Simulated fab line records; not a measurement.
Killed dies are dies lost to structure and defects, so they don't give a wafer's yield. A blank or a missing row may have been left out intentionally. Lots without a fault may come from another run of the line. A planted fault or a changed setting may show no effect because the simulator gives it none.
A struck lot beside a sound one ; flow sfq_line ; 43 out of 325 route steps
Sound: these wafers, L551.1, L551.4, L551.6. Struck: wafer L566.3 (left out: L566.1, a lot-mate that was not struck); the cause follows at the end.
Per side, at each step with rows, come the tool, then ch with its chambers, and then its first start. Under that, the readings that differ: sound wafers ; struck wafers ; difference of the means ; sigmas: that difference in standard deviations of wafers without a fault.
alike: a reading whose means differ by less than 2 such deviations, as well as words and numbers matching on both sides. not compared: withheld readings; readings where some wafer has no value; bounds like >300 that might hide an equal value; numbers whose values overlap and for which the record gives no deviation.
A row with sigmas, a row that says differs or no value, or rows on one side alone: a step with any of these is where the two part. When numbers do not overlap yet have no deviation, they are printed without sigmas and do not part them. A reading missing from all wafers of one side parts the sides only when that side holds two or more wafers.

first, 3 steps without rows for these wafers: SFQ_TRILAYER_M5_LITHO_EXPOSE_124 (exposes mask M5, target cd 700 nm); SFQ_TRILAYER_M5_LITHO_PEB_126 (peb time 60 s); SFQ_TRILAYER_M5_LITHO_DEVELOP_125 (time 60 s).
SFQ_M5_OVL_MEAS_932:
  sound on overlay-01, day 47 17:06; struck on overlay-02, day 51 22:00
  alike: M5_OVL
then, 1 step without rows for these wafers: SFQ_TRILAYER_M5_BARC_OPEN_METAL_ETCH_161 (etches BARC in O2, target depth 125 nm, time 41.7 s).
SFQ_TRILAYER_M5_ETCH_METAL_ETCH_126: etches Nb in Cl2/BCl3, stops on SiO2, time 203.2 s, target depth 265 nm.
  sound on rie_metal-04 ch 0,1, day 47 17:11; struck on rie_metal-04 ch 1, day 51 22:05
  alike: drypump_motor_current_A, oes_product_au
  not compared: rf_hours_counter_h
SFQ_TRILAYER_M5_STRIP_STRIP_127: strips in O2.
  sound on rie_metal-04 ch 0,1, day 47 17:23; struck on rie_metal-04 ch 1, day 51 22:17
  alike: drypump_motor_current_A, oes_product_au
  not compared: rf_hours_counter_h
then, 5 steps without rows for these wafers: SFQ_TRILAYER_M5_STRIP_SOLV_CLEAN_128 (cleans in NMP, time 600 s); SFQ_TRILAYER_A5B_DEP_PECVD_129 (deposits SiO2 from SiH4/N2O, time 133.33 s, target thk 600 nm); SFQ_TRILAYER_A5B_CMP_CMP_130 (polishes, stops on Nb, target thk 340.7 nm); SFQ_TRILAYER_A5B_METRO_MEASURE_131; SFQ_TRILAYER_R5_DEP_SPUTTER_132 (material Ti, target thk 5 nm, time 5 s).
SFQ_TRILAYER_R5_DEP_SPUTTER_133: material MoNx, target thk 40 nm, time 66.7 s.
  sound on pvd_sputter-04, day 49 10:13; struck on pvd_sputter-05, day 53 05:49
reading;sound;struck;difference;sigmas
model.MoNx_of_TRILAYER_R5_DEP_SPUTTER_133.thk_nm (nm);40.56 40.61 40.39;37.97;-2.55;
  alike: cathode_dc_power_W, throttle_valve_pct
SFQ_TRILAYER_R5_DEP_SPUTTER_134: material Ti, target thk 5 nm, time 5 s.
  sound on pvd_sputter-04, day 49 10:16; struck on pvd_sputter-05, day 53 05:52
  alike: cathode_dc_power_W, throttle_valve_pct
SFQ_R5_RS_MEAS_933: a four-point-probe measurement.
  sound on film_metro-03, day 49 10:17; struck on film_metro-03, day 53 05:53
reading;sound;struck;difference;sigmas
R5_MONX_RS (ohm/sq);6.94 6.96 6.96;7.40;+0.45;+5
SFQ_R5_THK_MEAS_934: measures by xrf.
  sound on film_metro-03, day 49 10:25; struck on film_metro-03, day 53 06:01
reading;sound;struck;difference;sigmas
R5_MONX_THK (nm);41.2 41.4 40.8;38.7;-2.4;-5
then, 6 steps without rows for these wafers: SFQ_TRILAYER_R5_LITHO_COAT_141 (resist thk 62 nm); SFQ_TRILAYER_R5_LITHO_COAT_136 (resist thk 600 nm); SFQ_TRILAYER_R5_LITHO_SOFTBAKE_140; SFQ_TRILAYER_R5_LITHO_EXPOSE_137 (exposes mask R5, target cd 500 nm); SFQ_TRILAYER_R5_LITHO_PEB_139 (peb time 60 s); SFQ_TRILAYER_R5_LITHO_DEVELOP_138 (time 60 s).
-- the record jumps here: 5 days lie between the struck wafers' starts before and after --
SFQ_R5_OVL_MEAS_935:
  sound on overlay-02, day 53 19:09; struck on overlay-01, day 58 00:16
  alike: R5_OVL
SFQ_TRILAYER_R5_BARC_OPEN_METAL_ETCH_177: etches BARC in O2, target depth 125 nm, time 41.7 s.
  sound on rie_metal-02 ch 0,1, day 53 19:11; struck on rie_metal-02 ch 0, day 58 00:17
  alike: drypump_motor_current_A, oes_product_au
  not compared: rf_hours_counter_h
then, 1 step without rows for these wafers: SFQ_TRILAYER_R5_ETCH_METAL_ETCH_139 (etches the open film in Cl2, stops on SiO2, target depth 60 nm, time 40 s).
SFQ_TRILAYER_R5_STRIP_STRIP_140: strips in O2.
  sound on rie_metal-02 ch 0,1, day 53 19:18; struck on rie_metal-02 ch 0, day 58 00:25
  alike: drypump_motor_current_A, oes_product_au
  not compared: rf_hours_counter_h
then, 8 steps without rows for these wafers: SFQ_TRILAYER_R5_STRIP_SOLV_CLEAN_141 (cleans in NMP, time 600 s); SFQ_TRILAYER_A5C_DEP_PECVD_142 (deposits SiO2 from SiH4/N2O, time 15.556 s, target thk 70 nm); SFQ_TRILAYER_I5_LITHO_COAT_149 (resist thk 62 nm); SFQ_TRILAYER_I5_LITHO_COAT_144 (resist thk 650 nm); SFQ_TRILAYER_I5_LITHO_SOFTBAKE_148; SFQ_TRILAYER_I5_LITHO_EXPOSE_145 (exposes mask I5, target cd 700 nm); SFQ_TRILAYER_I5_LITHO_PEB_147 (peb time 60 s); SFQ_TRILAYER_I5_LITHO_DEVELOP_146 (time 60 s).
SFQ_I5_OVL_MEAS_936:
  sound on overlay-02, day 54 20:55; struck on overlay-02, day 59 10:46
  alike: I5_OVL
then, 7 steps without rows for these wafers: SFQ_TRILAYER_I5_BARC_OPEN_VIA_ETCH_200 (etches BARC in O2, target depth 125 nm, time 41.7 s); SFQ_TRILAYER_I5_ETCH_VIA_ETCH_147 (etches the open film in CHF3, stops on Nb, target depth 360 nm); SFQ_TRILAYER_I5_STRIP_STRIP_148 (strips in O2); SFQ_TRILAYER_I5_STRIP_SOLV_CLEAN_149 (cleans in NMP, time 600 s); SFQ_TRILAYER_C5_LITHO_COAT_156 (resist thk 62 nm); SFQ_TRILAYER_C5_LITHO_COAT_151 (resist thk 650 nm); SFQ_TRILAYER_C5_LITHO_SOFTBAKE_155.
-- the record jumps here: 18 days lie between the struck wafers' starts before and after --
SFQ_M8_BOW_MEAS_951:
  sound on film_metro-02, day 71 21:22; struck on film_metro-04, day 77 11:41
reading;sound;struck;difference;sigmas
model.etest.r5.ohm_um;13.84 13.89 13.94;14.82;+0.93;
model.etest.c5.link_ohm;7.896 7.906 7.952;8.368;+0.450;
model.etest.r5.ohm_sq;6.948 6.939 6.977;7.421;+0.466;
  alike: M8_BOW

## WHERE THEY PART
At SFQ_R5_RS_MEAS_933 first; at SFQ_R5_THK_MEAS_934 last (within this record only). Later steps at which nothing parts them and some readings are alike: SFQ_R5_OVL_MEAS_935, SFQ_TRILAYER_R5_BARC_OPEN_METAL_ETCH_177, SFQ_TRILAYER_R5_STRIP_STRIP_140, SFQ_I5_OVL_MEAS_936, SFQ_M8_BOW_MEAS_951.

WHY: what had been put in by the simulator
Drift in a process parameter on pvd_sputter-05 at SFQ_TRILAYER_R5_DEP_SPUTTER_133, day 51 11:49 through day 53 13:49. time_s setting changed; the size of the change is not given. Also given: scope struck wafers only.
